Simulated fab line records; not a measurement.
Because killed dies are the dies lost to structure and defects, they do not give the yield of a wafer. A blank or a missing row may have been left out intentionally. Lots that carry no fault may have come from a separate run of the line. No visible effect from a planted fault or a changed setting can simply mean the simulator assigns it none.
fab line records + flow sky130
record:
- lots: 6
- wafers: 18
- last_day: 50
route steps=708 shown METAL3@556 PAD_OPEN@708
lots that met no fault: taken from a fault-free run of the same line
start_h: the number of hours between the record's first day and the start of the first shown wafer of the lot + wait_h: hours elapsed since this lot's preceding step + " as in the row above + L1.1+2: several wafers, shown together as one row + - no value present, or no start provided + * or withheld: withheld + < > ~ a bound
route shown NAME@n: a module of which the file shows steps, and the number in the route of the first + usual: mean and standard deviation over wafers with no fault + same: alike in all rows + chamber/n: place in a boat + sites: per-site readings + _std_site: the values' standard deviation + _edge_site: inner sites' mean taken away from outer sites' mean + radius_mm: how far each site lies from the wafer's centre + mask NAME#n: copy n + behind: the tool/chamber that last shaped the wafer + hold: cause of the lot's hold/its duration in hours/its outcome + device: transistor that didn't switch, given as n, p or np + end of line: tests of these same wafers at the route's end + a step without rows: its recipe alone + killed: dies that structure and defects cost at the first sort, which is not the same as the wafer's yield + map: a wafer's dies, marking killed ones x, the rest . and places with no die _
set.NAME: the setting the step ran with; set.NAME@STEP: the setting that earlier step ran with + model.NAME: the simulator's own value behind a step, which no gauge read
a table for each step, a row for each wafer; lots at some steps of the route
services: a tool's chamber out of use, with start hour (start_h, from the record's first day; less than 0 if before it), hours out, and reason
== steps ==
step: SKY_METAL3_HMDS_06
recipe:
- prime_time_s: 60
- prime_temp_c: 120
step: SKY_METAL3_COAT_07
recipe:
- resist: BARC
- temp_c: withheld
- time_s: withheld
- spin_rpm: 3000
- resist_thk_nm: 60
step: SKY_METAL3_COAT_08
recipe:
- resist: KrF-thick
- spin_rpm: 3000
- resist_thk_nm: 1124
step: SKY_METAL3_SOFTBAKE_09
recipe:
- temp_c: 100
- time_s: 90
- resist: KrF-thick
step: SKY_METAL3_EXPOSE_10
recipe:
- mask_id: MM3
- na: 0.68
- source_shape: annular
- sigma_inner: 0.4
- sigma_outer: 0.8
- target_cd_nm: 300
- dose_mj: 28
step: SKY_METAL3_PEB_11
recipe:
- peb_temp_c: withheld
- peb_time_s: withheld
- resist: KrF-thick
step: SKY_METAL3_DEVELOP_12
recipe:
- develop_time_s: 60
- resist: KrF-thick
- dev_temp_c: 21
step: SKY_METAL3_CD_MEAS_13
recipe:
- target_cd_nm: 300
usual:
- cd_nm: 300.0/1.1
| lot.wafer | tool      | chamber | start_h | wait_h | cd_nm |
|-----------|-----------|---------|---------|--------|-------|
| L332.1    | cd_sem-01 | -       | 911.65  | -      | 298.3 |
| L332.2    | "         | -       | "       | "      | 299.6 |
| L332.3    | "         | -       | "       | "      | 299.0 |
| L340.3    | cd_sem-01 | -       | 974.48  | -      | 300.6 |
| L340.5    | "         | -       | "       | "      | 299.6 |
| L340.6    | "         | -       | "       | "      | 302.0 |
| L342.2    | cd_sem-01 | -       | 979.79  | -      | 299.5 |
| L342.4    | "         | -       | "       | "      | 301.2 |
| L342.6    | "         | -       | "       | "      | 299.7 |
| L343.2    | cd_sem-01 | -       | 988.39  | -      | 301.0 |
| L343.4    | "         | -       | "       | "      | 299.9 |
| L343.5    | "         | -       | "       | "      | 300.5 |
| L351.1    | cd_sem-01 | -       | 1045.02 | -      | 301.1 |
| L351.4    | "         | -       | "       | "      | 300.1 |
| L351.6    | "         | -       | "       | "      | 300.1 |
| L352.2    | cd_sem-02 | -       | 1046.54 | -      | 299.6 |
| L352.4    | "         | -       | "       | "      | 300.9 |
| L352.6    | "         | -       | "       | "      | 299.4 |
step: SKY_METAL3_OVL_MEAS_14
usual:
- METAL3_OVL: -7/5.4
| lot.wafer | tool       | chamber | start_h | wait_h | METAL3_OVL[nm] |
|-----------|------------|---------|---------|--------|----------------|
| L332.1    | overlay-02 | -       | 911.77  | 0.1    | 0              |
| L332.2    | "          | -       | "       | "      | 5              |
| L332.3    | "          | -       | "       | "      | -1             |
| L340.3    | overlay-02 | -       | 974.57  | 0.1    | -6             |
| L340.5    | "          | -       | "       | "      | -5             |
| L340.6    | "          | -       | "       | "      | -1             |
| L342.2    | overlay-01 | -       | 979.89  | 0.1    | 0              |
| L342.4    | "          | -       | "       | "      | 2              |
| L342.6    | "          | -       | "       | "      | -1             |
| L343.2    | overlay-01 | -       | 988.50  | 0.1    | -5             |
| L343.4    | "          | -       | "       | "      | -6             |
| L343.5    | "          | -       | "       | "      | -9             |
| L351.1    | overlay-02 | -       | 1045.14 | 0.1    | -4             |
| L351.4    | "          | -       | "       | "      | -10            |
| L351.6    | "          | -       | "       | "      | -13            |
| L352.2    | overlay-01 | -       | 1046.64 | 0.1    | -12            |
| L352.4    | "          | -       | "       | "      | -15            |
| L352.6    | "          | -       | "       | "      | -11            |
step: SKY_METAL3_DESCUM_15
recipe:
- chemistry: O2
- source_power_w: 150
- bias_power_w: 0
- pressure_mtorr: 10
- temp_c: 40
- time_s: 8
usual:
- drypump_motor_current_A: 5.43/0.3
- oes_product_au: 1.005/0.011
| lot.wafer | tool         | chamber | start_h | wait_h | drypump_motor_current_A | oes_product_au | rf_hours_counter_h |
|-----------|--------------|---------|---------|--------|-------------------------|----------------|--------------------|
| L332.1    | rie_metal-01 | 1       | 911.81  | 0.0    | 5.62                    | 1.014          | 9                  |
| L332.2    | "            | 0       | "       | "      | 5.44                    | 1.006          | 15                 |
| L332.3    | "            | 1       | "       | "      | 5.61                    | 1.017          | -                  |
| L340.3    | rie_metal-01 | 1       | 974.61  | 0.0    | 5.61                    | 1.023          | -                  |
| L340.5    | "            | 1       | "       | "      | 5.62                    | 1.020          | -                  |
| L340.6    | "            | 0       | "       | "      | 5.44                    | 1.024          | -                  |
| L342.2    | rie_metal-01 | 0       | 979.92  | 0.0    | 5.40                    | 1.012          | 19                 |
| L342.4    | "            | 1       | "       | "      | 5.62                    | 1.009          | -                  |
| L342.6    | "            | 1       | "       | "      | 5.61                    | 1.019          | -                  |
| L343.2    | rie_metal-02 | 0       | 988.53  | 0.0    | 5.20                    | 0.994          | 6                  |
| L343.4    | "            | 0       | "       | "      | 5.22                    | 0.987          | -                  |
| L343.5    | "            | 1       | "       | "      | 4.81                    | 1.008          | -                  |
| L351.1    | rie_metal-01 | 1       | 1045.17 | 0.0    | 5.62                    | 1.022          | 16                 |
| L351.4    | "            | 1       | "       | "      | 5.60                    | 1.012          | -                  |
| L351.6    | "            | 1       | "       | "      | 5.61                    | 1.009          | -                  |
| L352.2    | rie_metal-02 | 1       | 1046.67 | 0.0    | 4.83                    | 1.000          | 21                 |
| L352.4    | "            | 0       | "       | "      | 5.22                    | 0.983          | -                  |
| L352.6    | "            | 1       | "       | "      | 4.80                    | 1.006          | -                  |
step: SKY_METAL3_ETCH_16
recipe:
- chemistry: N2/H2
- target: BARC
- ion_energy_ev: 200
- bias_w: 100
- pressure_mtorr: 30
- n2_flow_sccm: 100
- h2_flow_sccm: 200
- icp_w: 500
- stop_on: SiO2
- time_s: 88.2
- target_depth_a: 600
usual:
- bias_w: 100.0/0.32
- chamber_pressure_mTorr: 30.003/0.027
- drypump_motor_current_A: 5.44/0.3
- oes_product_au: 0.626/0.0047
- throttle_valve_pct: 13.204/0.0081
| lot.wafer | tool         | chamber | start_h | wait_h | bias_w | chamber_pressure_mTorr | drypump_motor_current_A | oes_product_au | rf_hours_counter_h | throttle_valve_pct |
|-----------|--------------|---------|---------|--------|--------|------------------------|-------------------------|----------------|--------------------|--------------------|
| L332.1    | rie_metal-01 | 1       | 911.84  | 0.0    | 100.6  | 30.030                 | 5.62                    | 0.632          | 9                  | 13.203             |
| L332.2    | "            | 0       | "       | "      | 99.8   | 29.980                 | 5.46                    | 0.622          | 16                 | 13.206             |
| L332.3    | "            | 1       | "       | "      | 100.2  | 30.039                 | 5.62                    | 0.630          | -                  | 13.213             |
| L340.3    | rie_metal-01 | 1       | 974.66  | 0.0    | 100.0  | 29.995                 | 5.63                    | 0.632          | -                  | 13.197             |
| L340.5    | "            | 1       | "       | "      | 99.7   | 30.027                 | 5.63                    | 0.631          | -                  | 13.212             |
| L340.6    | "            | 0       | "       | "      | 100.2  | 30.018                 | 5.45                    | 0.627          | -                  | 13.207             |
| L342.2    | rie_metal-01 | 0       | 979.95  | 0.0    | 99.4   | 30.008                 | 5.44                    | 0.619          | 19                 | 13.207             |
| L342.4    | "            | 1       | "       | "      | 99.9   | 30.027                 | 5.64                    | 0.622          | -                  | 13.206             |
| L342.6    | "            | 1       | "       | "      | 100.2  | 30.026                 | 5.62                    | 0.632          | -                  | 13.192             |
| L343.2    | rie_metal-02 | 0       | 988.56  | 0.0    | 100.2  | 30.002                 | 5.20                    | 0.621          | 6                  | 13.201             |
| L343.4    | "            | 0       | "       | "      | 100.7  | 30.020                 | 5.21                    | 0.624          | -                  | 13.208             |
| L343.5    | "            | 1       | "       | "      | 100.1  | 30.010                 | 4.82                    | 0.621          | -                  | 13.205             |
| L351.1    | rie_metal-01 | 1       | 1045.24 | 0.1    | 99.7   | 30.012                 | 5.64                    | 0.627          | 16                 | 13.193             |
| L351.4    | "            | 1       | "       | "      | 99.8   | 29.965                 | 5.63                    | 0.625          | -                  | 13.210             |
| L351.6    | "            | 1       | "       | "      | 100.2  | 30.033                 | 5.63                    | 0.623          | -                  | 13.216             |
| L352.2    | rie_metal-02 | 1       | 1046.70 | 0.0    | 100.0  | 29.994                 | 4.82                    | 0.630          | 21                 | 13.204             |
| L352.4    | "            | 0       | "       | "      | 100.3  | 29.982                 | 5.24                    | 0.630          | -                  | 13.191             |
| L352.6    | "            | 1       | "       | "      | 99.8   | 29.978                 | 4.82                    | 0.629          | -                  | 13.217             |
step: SKY_METAL3_ETCH_17
recipe:
- target: SiO2
- stop_on: TiN
- chemistry: C4F8/O2/Ar
- source_w: 1500
- bias_w: 1200
- pressure_mtorr: 40
- c4f8_flow_sccm: withheld
- O2_flow_sccm: 6
- Ar_flow_sccm: 300
- time_s: 3.9
- target_depth_a: 150
usual:
- bias_w: 1200/3.5
- chamber_pressure_mTorr: 40.00/0.037
- oes_product_au: 0.753/0.0077
| lot.wafer | tool        | chamber | start_h | wait_h | bias_w | chamber_pressure_mTorr | oes_product_au |
|-----------|-------------|---------|---------|--------|--------|------------------------|----------------|
| L332.1    | rie_diel-03 | 2       | 911.94  | 0.1    | 1208   | 40.00                  | 0.743          |
| L332.2    | "           | 3       | "       | "      | 1196   | 39.94                  | 0.747          |
| L332.3    | "           | 1       | "       | "      | 1200   | 39.95                  | 0.758          |
| L340.3    | rie_diel-01 | 3       | 974.73  | 0.0    | 1199   | 40.01                  | 0.757          |
| L340.5    | "           | 2       | "       | "      | 1204   | 40.00                  | 0.753          |
| L340.6    | "           | 1       | "       | "      | 1199   | 40.01                  | 0.748          |
| L342.2    | rie_diel-02 | 3       | 980.05  | 0.1    | 1195   | 40.00                  | 0.757          |
| L342.4    | "           | 1       | "       | "      | 1201   | 39.99                  | 0.759          |
| L342.6    | "           | 3       | "       | "      | 1200   | 40.03                  | 0.761          |
| L343.2    | rie_diel-01 | 2       | 988.66  | 0.1    | 1197   | 39.98                  | 0.742          |
| L343.4    | "           | 3       | "       | "      | 1200   | 40.00                  | 0.759          |
| L343.5    | "           | 3       | "       | "      | 1204   | 39.98                  | 0.747          |
| L351.1    | rie_diel-01 | 0       | 1045.43 | 0.2    | 1196   | 39.92                  | 0.750          |
| L351.4    | "           | 1       | "       | "      | 1208   | 40.04                  | 0.744          |
| L351.6    | "           | 2       | "       | "      | 1200   | 40.07                  | 0.765          |
| L352.2    | rie_diel-01 | 2       | 1046.80 | 0.1    | 1197   | 40.05                  | 0.753          |
| L352.4    | "           | 0       | "       | "      | 1195   | 40.02                  | 0.761          |
| L352.6    | "           | 0       | "       | "      | 1197   | 39.94                  | 0.764          |
step: SKY_METAL3_METAL_ETCH_18
recipe:
- target_depth_a: 8450
- stop_on: SiO2
- over_etch_frac: 0.3
- time_s: 183.1
- chemistry: Cl2/BCl3
- resist_sidewall_deg: 88
- pressure_mtorr: 10
- icp_w: 900
- bias_w: 48.5
- Cl2_flow_sccm: 60
- bcl3_flow_sccm: 30
usual:
- bcl3_flow_sccm: 29.99/0.086
- bias_w: 48.51/0.16
- drypump_motor_current_A: 5.3/0.37
- oes_product_au: 0.867/0.0061
- over_etch_frac: 0.3/0
- throttle_valve_pct: 22.265/0.0086
| lot.wafer | tool         | chamber | start_h | wait_h | bcl3_flow_sccm | bias_w | drypump_motor_current_A | oes_product_au | over_etch_frac | rf_hours_counter_h | throttle_valve_pct | model.KrF-thick_of_METAL3_COAT_08.thk_nm | model.SiO2_of_VIA2_HDPCVD_00.thk_nm |
|-----------|--------------|---------|---------|--------|----------------|--------|-------------------------|----------------|----------------|--------------------|--------------------|------------------------------------------|-------------------------------------|
| L332.1    | rie_metal-03 | 0       | 911.96  | 0.0    | 30.20          | 48.31  | 5.3                     | 0.871          | 0.3            | 5                  | 22.273             | 510.4                                    | 466.5                               |
| L332.2    | "            | 1       | "       | "      | 29.99          | 48.70  | 5.9                     | 0.859          | 0.3            | 14                 | 22.262             | 520.3                                    | 468.6                               |
| L332.3    | "            | 1       | "       | "      | 30.02          | 48.47  | 5.9                     | 0.870          | 0.3            | -                  | 22.277             | 525.1                                    | 468.2                               |
| L340.3    | rie_metal-02 | 1       | 974.81  | 0.1    | 29.97          | 48.44  | 4.8                     | 0.870          | 0.3            | -                  | 22.279             | 506.4                                    | 466.3                               |
| L340.5    | "            | 1       | "       | "      | 30.04          | 48.59  | 4.8                     | 0.873          | 0.3            | -                  | 22.272             | 507.9                                    | 466.2                               |
| L340.6    | "            | 0       | "       | "      | 29.97          | 48.42  | 5.2                     | 0.872          | 0.3            | -                  | 22.258             | 521.1                                    | 465.8                               |
| L342.2    | rie_metal-03 | 0       | 980.07  | 0.0    | -              | -      | -                       | -              | -              | -                  | -                  | 1063                                     | 491.2                               |
| L342.4    | "            | 1       | "       | "      | -              | -      | -                       | -              | -              | -                  | -                  | 1062                                     | 490.2                               |
| L342.6    | "            | 1       | "       | "      | -              | -      | -                       | -              | -              | -                  | -                  | 1062                                     | 490.9                               |
| L343.2    | rie_metal-03 | 0       | 988.68  | 0.0    | -              | -      | -                       | -              | -              | -                  | -                  | 1063                                     | 491.5                               |
| L343.4    | "            | 0       | "       | "      | -              | -      | -                       | -              | -              | -                  | -                  | 1062                                     | 491.7                               |
| L343.5    | "            | 0       | "       | "      | -              | -      | -                       | -              | -              | -                  | -                  | 1057                                     | 491.6                               |
| L351.1    | rie_metal-03 | 0       | 1045.45 | 0.0    | 30.09          | 48.50  | 5.3                     | 0.878          | 0.3            | 12                 | 22.262             | 500.3                                    | 465                                 |
| L351.4    | "            | 0       | "       | "      | 30.09          | 48.59  | 5.4                     | 0.872          | 0.3            | -                  | 22.262             | 504.3                                    | 465.2                               |
| L351.6    | "            | 0       | "       | "      | 30.07          | 48.41  | 5.3                     | 0.862          | 0.3            | -                  | 22.260             | 508.4                                    | 464.9                               |
| L352.2    | rie_metal-01 | 1       | 1046.88 | 0.1    | 29.95          | 48.84  | 5.6                     | 0.867          | 0.3            | -                  | 22.270             | 499.8                                    | 465.3                               |
| L352.4    | "            | 1       | "       | "      | 29.85          | 48.36  | 5.6                     | 0.856          | 0.3            | -                  | 22.264             | 500                                      | 465.8                               |
| L352.6    | "            | 1       | "       | "      | 29.84          | 48.76  | 5.6                     | 0.869          | 0.3            | -                  | 22.255             | 497.3                                    | 464.6                               |
step: SKY_METAL3_STRIP_19
recipe:
- chemistry: O2/N2
- power_w: 1400
- pressure_mtorr: 1500
- platen_temp_c: withheld
- o2_flow_sccm: 3000
- n2_flow_sccm: 300
- overash_fraction: 0.5
usual:
- drypump_motor_current_A: 5.6/0.49
- oes_product_au: 0.496/0.0058
- strip_time_to_endpoint_s: 6.38/0.093
| lot.wafer | tool            | chamber | start_h | wait_h | drypump_motor_current_A | oes_product_au | rf_hours_counter_h | strip_time_to_endpoint_s |
|-----------|-----------------|---------|---------|--------|-------------------------|----------------|--------------------|--------------------------|
| L332.1    | plasma_asher-02 | 1       | 912.13  | 0.1    | 5.6                     | 0.500          | 113                | 6.38                     |
| L332.2    | "               | 0       | "       | "      | 5.0                     | 0.501          | 113                | 6.47                     |
| L332.3    | "               | 1       | "       | "      | 5.6                     | 0.506          | -                  | 6.51                     |
| L340.3    | plasma_asher-02 | 1       | 974.96  | 0.1    | 5.6                     | 0.485          | -                  | 6.31                     |
| L340.5    | "               | 1       | "       | "      | 5.6                     | 0.494          | -                  | 6.35                     |
| L340.6    | "               | 0       | "       | "      | 5.0                     | 0.497          | -                  | 6.48                     |
| L342.2    | plasma_asher-02 | 1       | 980.25  | 0.1    | 5.6                     | 0.707          | 120                | 11.73                    |
| L342.4    | "               | 1       | "       | "      | 5.6                     | 0.711          | -                  | 11.73                    |
| L342.6    | "               | 1       | "       | "      | 5.6                     | 0.713          | -                  | 11.72                    |
| L343.2    | plasma_asher-01 | 0       | 988.86  | 0.1    | 6.4                     | 0.719          | 25                 | 11.71                    |
| L343.4    | "               | 0       | "       | "      | 6.3                     | 0.716          | -                  | 11.72                    |
| L343.5    | "               | 0       | "       | "      | 6.3                     | 0.715          | -                  | 11.65                    |
| L351.1    | plasma_asher-01 | 1       | 1045.81 | 0.3    | 5.3                     | 0.489          | 31                 | 6.27                     |
| L351.4    | "               | 0       | "       | "      | 6.3                     | 0.491          | -                  | 6.33                     |
| L351.6    | "               | 1       | "       | "      | 5.3                     | 0.499          | -                  | 6.34                     |
| L352.2    | plasma_asher-03 | 0       | 1047.18 | 0.2    | 6.1                     | 0.487          | 93                 | 6.27                     |
| L352.4    | "               | 1       | "       | "      | 6.2                     | 0.488          | -                  | 6.27                     |
| L352.6    | "               | 1       | "       | "      | 6.2                     | 0.490          | -                  | 6.22                     |
step: SKY_METAL3_STRIP_20
recipe:
- chemistry: post_etch_residue_remover
- time_s: 1200
- temp_c: 72.5
step: SKY_PAD_OPEN_PROBE_99
usual:
- defect_limited_yield: 82.5/1.9
- killed_at_M0_to_M3: 43/7.2
- killed_at_M4_up: 3.3/2
- killed_at_contacts: 25/5.8
- killed_at_front_end: 15/4.5
- killed_at_other: 0.3/0.62
- killed_dies: 86/9.4
- killed_on_rim: 17/3.7
- killed_open: 47/7.1
- killed_short: 39/6
- sort_bin_3_pad_short: 0.9/0.4
- sort_bin_5_function: 10.4/1.4
- sort_bin_6_memory: 6.2/1.1
- sort_bin_8_speed: 0.7/1.4
- sort_n_pass: 402/11
- sort_yield_pct: 81.7/2.2
same:
- gross_dies: 492
- killed_at_back_side: 0
- sort_bin_4_leakage[%]: 0
| lot.wafer | tool      | chamber | start_h | wait_h | defect_limited_yield[%] | killed_at_M0_to_M3 | killed_at_M4_up | killed_at_contacts | killed_at_front_end | killed_at_other | killed_dies | killed_on_rim | killed_open | killed_short | sort_bin_3_pad_short[%] | sort_bin_5_function[%] | sort_bin_6_memory[%] | sort_bin_8_speed[%] | sort_n_pass | sort_yield_pct[%] |
|-----------|-----------|---------|---------|--------|-------------------------|--------------------|-----------------|--------------------|---------------------|-----------------|-------------|---------------|-------------|--------------|-------------------------|------------------------|----------------------|---------------------|-------------|-------------------|
| L332.1    | prober-01 | -       | 1086.20 | 0.1    | 84.1                    | 37                 | 3               | 20                 | 18                  | 0               | 78          | 14            | 39          | 39           | 0.8                     | 9.3                    | 5.7                  | 0.4                 | 412         | 83.7              |
| L332.2    | prober-01 | -       | 1086.25 | 0.1    | 82.5                    | 38                 | 1               | 22                 | 23                  | 2               | 86          | 14            | 45          | 39           | 1.6                     | 9.8                    | 6.1                  | 0.2                 | 405         | 82.3              |
| L332.3    | prober-01 | -       | 1086.30 | 0.2    | 84.8                    | 45                 | 0               | 19                 | 11                  | 0               | 75          | 17            | 39          | 36           | 1.0                     | 9.6                    | 4.7                  | 2.0                 | 407         | 82.7              |
| L340.3    | prober-01 | -       | 1138.54 | 0.2    | 80.7                    | 51                 | 4               | 23                 | 17                  | 0               | 95          | 21            | 54          | 41           | 1.2                     | 11.0                   | 7.1                  | 0.2                 | 396         | 80.5              |
| L340.5    | prober-01 | -       | 1138.64 | 0.2    | 82.3                    | 55                 | 2               | 16                 | 14                  | 0               | 87          | 20            | 48          | 39           | 0.8                     | 9.6                    | 7.3                  | 0.2                 | 404         | 82.1              |
| L340.6    | prober-01 | -       | 1138.69 | 0.2    | 80.9                    | 46                 | 2               | 26                 | 20                  | 0               | 94          | 11            | 50          | 44           | 0.8                     | 12.0                   | 6.3                  | 0.4                 | 396         | 80.5              |
| L342.2    | prober-01 | -       | 1140.12 | 0.1    | 0                       | 453                | 4               | 22                 | 13                  | 0               | 492         | 96            | 42          | 40           | 0.4                     | 94.1                   | 5.5                  | 0                   | 0           | 0                 |
| L342.4    | prober-01 | -       | 1140.22 | 0.2    | 0                       | 442                | 5               | 21                 | 23                  | 1               | 492         | 96            | 49          | 41           | 1.2                     | 92.7                   | 6.1                  | 0                   | 0           | 0                 |
| L342.6    | prober-01 | -       | 1140.32 | 0.2    | 0                       | 450                | 4               | 24                 | 14                  | 0               | 492         | 96            | 49          | 34           | 1.2                     | 92.9                   | 5.9                  | 0                   | 0           | 0                 |
| L343.2    | prober-02 | -       | 1147.71 | 0.1    | 0                       | 446                | 4               | 32                 | 8                   | 2               | 492         | 96            | 48          | 46           | 0.8                     | 91.1                   | 8.1                  | 0                   | 0           | 0                 |
| L343.4    | prober-02 | -       | 1147.81 | 0.2    | 0                       | 446                | 4               | 28                 | 14                  | 0               | 492         | 96            | 48          | 47           | 1.0                     | 91.7                   | 7.3                  | 0                   | 0           | 0                 |
| L343.5    | prober-02 | -       | 1147.86 | 0.2    | 0                       | 450                | 2               | 28                 | 12                  | 0               | 492         | 96            | 55          | 46           | 0.6                     | 93.1                   | 6.3                  | 0                   | 0           | 0                 |
killed by level:class
L332.1 LI_CONTACT:geometric_particle:open=7 FIELD_ISO:geometric_particle:open=6 VIA2:geometric_particle:open=6 VIA2:geometric_particle:short=6 LOCAL_INTERCONNECT:geometric_particle:short=5 VIA1:geometric_particle:open=5 FIELD_ISO:geometric_particle:short=4 VIA1:geometric_particle:short=4
L332.2 CONTACT:geometric_particle:open=12 VIA1:geometric_particle:open=12 FIELD_ISO:geometric_particle:short=6 METAL1:geometric_particle:short=5 METAL2:geometric_particle:short=5 FIELD_ISO:geometric_particle:open=4 POLY_GATE:geometric_particle:open=3 POLY_GATE:geometric_particle:short=3
L332.3 VIA1:geometric_particle:open=10 VIA2:geometric_particle:open=10 METAL2:geometric_particle:short=9 FIELD_ISO:geometric_particle:short=6 LI_CONTACT:geometric_particle:open=4 CONTACT:geometric_particle:short=4 CONTACT:geometric_particle:open=4 VIA3:geometric_particle:open=4
L340.3 VIA1:geometric_particle:open=12 CONTACT:geometric_particle:open=11 VIA2:geometric_particle:open=10 VIA3:geometric_particle:open=7 METAL1:geometric_particle:short=6 FIELD_ISO:geometric_particle:short=5 LOCAL_INTERCONNECT:geometric_particle:short=5 VIA3:geometric_particle:short=5
L340.5 VIA2:geometric_particle:open=11 VIA1:geometric_particle:open=11 VIA3:geometric_particle:open=11 METAL2:geometric_particle:short=8 CONTACT:geometric_particle:open=7 METAL1:geometric_particle:short=7 FIELD_ISO:geometric_particle:open=6 CONTACT:geometric_particle:short=4
L340.6 VIA1:geometric_particle:open=13 CONTACT:geometric_particle:short=9 CONTACT:geometric_particle:open=9 VIA2:geometric_particle:open=7 FIELD_ISO:geometric_particle:open=6 VIA1:geometric_particle:short=6 VIA2:geometric_particle:short=6 METAL2:geometric_particle:short=5
L342.2 METAL3:area_etch=409 VIA1:geometric_particle:open=9 VIA3:geometric_particle:open=9 LI_CONTACT:geometric_particle:open=7 VIA1:geometric_particle:short=6 CONTACT:geometric_particle:open=5 POLY_GATE:geometric_particle:short=4 LOCAL_INTERCONNECT:geometric_particle:short=4
L342.4 METAL3:area_etch=402 VIA1:geometric_particle:open=9 FIELD_ISO:geometric_particle:open=7 LI_CONTACT:geometric_particle:open=7 CONTACT:geometric_particle:open=7 VIA2:geometric_particle:open=7 VIA3:geometric_particle:open=6 FIELD_ISO:geometric_particle:short=5
L342.6 METAL3:area_etch=409 VIA1:geometric_particle:open=14 CONTACT:geometric_particle:open=11 VIA2:geometric_particle:open=10 FIELD_ISO:geometric_particle:open=5 CONTACT:geometric_particle:short=5 METAL1:geometric_particle:short=5 VIA2:geometric_particle:short=5
L343.2 METAL3:area_etch=398 CONTACT:geometric_particle:open=12 VIA1:geometric_particle:open=12 VIA1:geometric_particle:short=10 LI_CONTACT:geometric_particle:open=9 METAL2:geometric_particle:short=9 LI_CONTACT:geometric_particle:short=5 POLY_GATE:geometric_particle:short=4
L343.4 METAL3:area_etch=397 VIA1:geometric_particle:open=13 CONTACT:geometric_particle:open=9 LI_CONTACT:geometric_particle:open=8 METAL2:geometric_particle:short=7 VIA2:geometric_particle:short=6 LOCAL_INTERCONNECT:geometric_particle:short=6 VIA2:geometric_particle:open=6
L343.5 METAL3:area_etch=391 VIA3:geometric_particle:open=11 VIA1:geometric_particle:open=11 METAL2:geometric_particle:short=11 CONTACT:geometric_particle:open=8 VIA2:geometric_particle:open=8 LI_CONTACT:geometric_particle:open=7 METAL1:geometric_particle:short=7
map L342.2 (x killed, . not)
__________xxxxxxxxxx_________
________xxxxxxxxxxxxxx_______
______xxxxxxxxxxxxxxxxxx_____
_____xxxxxxxxxxxxxxxxxxxx____
____xxxxxxxxxxxxxxxxxxxxxx___
___xxxxxxxxxxxxxxxxxxxxxxxx__
__xxxxxxxxxxxxxxxxxxxxxxxxxx_
_xxxxxxxxxxxxxxxxxxxxxxxxxxxx
_xxxxxxxxxxxxxxxxxxxxxxxxxxxx
_xxxxxxxxxxxxxxxxxxxxxxxxxxxx
_xxxxxxxxxxxxxxxxxxxxxxxxxxxx
_xxxxxxxxxxxxxxxxxxxxxxxxxxxx
_xxxxxxxxxxxxxxxxxxxxxxxxxxxx
_xxxxxxxxxxxxxxxxxxxxxxxxxxxx
_xxxxxxxxxxxxxxxxxxxxxxxxxxxx
__xxxxxxxxxxxxxxxxxxxxxxxxxx_
___xxxxxxxxxxxxxxxxxxxxxxxx__
____xxxxxxxxxxxxxxxxxxxxxx___
_____xxxxxxxxxxxxxxxxxxxx____
______xxxxxxxxxxxxxxxxxx_____
________xxxxxxxxxxxxxx_______
__________xxxxxxxxxx_________
map L343.2 (x killed, . not)
__________xxxxxxxxxx_________
________xxxxxxxxxxxxxx_______
______xxxxxxxxxxxxxxxxxx_____
_____xxxxxxxxxxxxxxxxxxxx____
____xxxxxxxxxxxxxxxxxxxxxx___
___xxxxxxxxxxxxxxxxxxxxxxxx__
__xxxxxxxxxxxxxxxxxxxxxxxxxx_
_xxxxxxxxxxxxxxxxxxxxxxxxxxxx
_xxxxxxxxxxxxxxxxxxxxxxxxxxxx
_xxxxxxxxxxxxxxxxxxxxxxxxxxxx
_xxxxxxxxxxxxxxxxxxxxxxxxxxxx
_xxxxxxxxxxxxxxxxxxxxxxxxxxxx
_xxxxxxxxxxxxxxxxxxxxxxxxxxxx
_xxxxxxxxxxxxxxxxxxxxxxxxxxxx
_xxxxxxxxxxxxxxxxxxxxxxxxxxxx
__xxxxxxxxxxxxxxxxxxxxxxxxxx_
___xxxxxxxxxxxxxxxxxxxxxxxx__
____xxxxxxxxxxxxxxxxxxxxxx___
_____xxxxxxxxxxxxxxxxxxxx____
______xxxxxxxxxxxxxxxxxx_____
________xxxxxxxxxxxxxx_______
__________xxxxxxxxxx_________
== services ==
| tool            | chamber | start_h | hours | kind           |
|-----------------|---------|---------|-------|----------------|
| rie_metal-01    | -       | 907.06  | 2.8   | pm             |
| rie_diel-02     | -       | 917.39  | 0.9   | repair         |
| rie_metal-03    | 0       | 921.33  | 12.8  | repair         |
| rie_metal-02    | 1       | 921.34  | 1.1   | repair         |
| rie_diel-01     | 2       | 932.80  | 2.6   | repair         |
| rie_diel-03     | 2       | 939.01  | 9.2   | repair         |
| rie_metal-03    | 0       | 955.49  | 9.2   | repair         |
| rie_diel-01     | 2       | 976.88  | 6.3   | repair         |
| rie_diel-03     | -       | 979.98  | 15.6  | pm             |
| plasma_asher-03 | -       | 988.37  | 4.0   | repair         |
| plasma_asher-02 | -       | 989.32  | 14.6  | pm             |
| plasma_asher-01 | -       | 991.52  | 1.2   | repair         |
| rie_metal-02    | 0       | 1008.87 | 22.0  | repair         |
| rie_diel-01     | -       | 1010.50 | 2.8   | pm             |
| rie_diel-02     | 2       | 1013.45 | 5.2   | repair         |
| rie_diel-02     | 0       | 1014.00 | 1.7   | repair         |
| rie_diel-03     | 2       | 1017.03 | 4.3   | repair         |
| rie_metal-01    | 0       | 1039.05 | -     | clean          |
| rie_metal-01    | 0       | 1039.05 | 16.4  | scheduled_down |
| rie_metal-01    | 0       | 1039.05 | 16.4  | vent_cycle     |
| rie_diel-02     | 3       | 1040.57 | 45.5  | repair         |
| rie_metal-03    | 1       | 1041.66 | -     | clean          |
| rie_metal-03    | 1       | 1041.66 | 14.1  | scheduled_down |
| rie_metal-03    | 1       | 1041.66 | 14.1  | vent_cycle     |
== key ==
first_sign:
- step: SKY_METAL3_METAL_ETCH_18
- reading: tool_record
- direction: missing
effect:
- step: SKY_METAL3_STRIP_19
- reading: strip_time_to_endpoint_s
- direction: up
- sigmas: 57
- usual: *
- struck: *
effect:
- step: SKY_PAD_OPEN_PROBE_99
- reading: sort_bin_5_function
- direction: up
- sigmas: 61
- usual: 10.4
- struck: 92.6
model_effect:
- step: SKY_METAL3_METAL_ETCH_18
- value: KrF-thick_of_METAL3_COAT_08.thk_nm
- without: 508.4
- struck: 1062
more_kills_born_at:
- SKY_METAL3_METAL_ETCH_18@rie_metal-03: 2406
met_at SKY_METAL3_METAL_ETCH_18
struck_wafers L342.2,L342.4,L342.6,L343.2,L343.4,L343.5
later_rows_left_out L342.2,L342.4,L342.6,L343.2,L343.4,L343.5
onset_between 911.96 980.07
fault:
- kind: skipped_step_whole
- tool: rie_metal-03
- chamber: -
- onset_h: 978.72
- steps: SKY_METAL3_METAL_ETCH_18
- scope: struck_lots_only
later_rows_left_out: the simulator's readings of these wafers behind a module that went badly wrong aren't trusted and aren't shown, but for the sort
